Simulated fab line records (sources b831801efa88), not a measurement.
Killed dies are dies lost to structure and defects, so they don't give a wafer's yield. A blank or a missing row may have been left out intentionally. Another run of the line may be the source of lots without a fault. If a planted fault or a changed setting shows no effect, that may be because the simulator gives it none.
Code-filled problem report in 8D (eight disciplines) form    flow sky130    the parts of the form that need people (team, actions taken, sign-off) are left out

1. WHAT WENT WRONG
beam-energy-keV at SKY_PWDE_IMPLANT_08 reads a mean of 139.46 on 6 wafers of 2 lots; wafers without a fault read 149.99 with a standard deviation of 0.049. That is -99 or more standard deviations from the usual mean.
First observed at day 7 07:35: wafer L510.1, on implanter-03. Wafers with a number at this step in the record: 18, from 6 lots. By rule, "out" or "out of limits" means more than 4 standard deviations away from the usual mean. Any other wafer with a number is counted as sound.

2. WHAT IT IS AND WHAT IT IS NOT
question                     is                      is not
which readings at this step  beam-energy-keV         -
which lots                   L510, L512              L502, L509, L511, L519
which wafers of those lots   all that have a number  -
read on which tools          implanter-03            implanter-01, implanter-04
when                         from day 7 07:35        up to then (6 sound wafers); but 6 sound wafers of L511, L519 came after

3. SUSPECTS, AND WHAT RULES EACH OUT
Counting: a tool stays on the suspect list if, at a process step up to the reading, it processed all lots that are out and no sound lot following the first of them.
- implanter-03 at SKY_PWDE_IMPLANT_08: kept. All lots that are out passed through it, beginning with L510 at day 7 07:35, and no sound lot followed; its final sound lot before that point was L509 at day 7 01:06. Its own beam-energy-keV readings are out on those wafers.
Remaining after the count: implanter-03 at SKY_PWDE_IMPLANT_08.

4. THE CAUSE (what the simulator had put in)
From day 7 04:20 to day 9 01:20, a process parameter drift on implanter-03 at SKY_PWDE_IMPLANT_08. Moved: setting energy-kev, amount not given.
This tool alone remained once counting was done.

5. THE CHAIN OF EFFECTS, in route order
Rows list readings where the struck wafers' mean (over those with a number) sits beyond 3 standard deviations from the usual. Only readings whose record carries a usual standard deviation are examined. hours: median over the lots of the time between each lot's start at the first step of this table that gives one and its start at this step. sigmas: the change, counted in usual standard deviations.
hours  step                 reading          usual   on struck wafers  change  sigmas
0      SKY_PWDE_IMPLANT_08  beam-energy-keV  149.99  139.46            -10.53  -99 or more
The process steps in it:
- SKY_PWDE_IMPLANT_08

6. WHAT WOULD HAVE CAUGHT IT SOONER
The fault began at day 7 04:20; the first out-of-limits reading in this record came at day 7 07:35, 3 hours later.
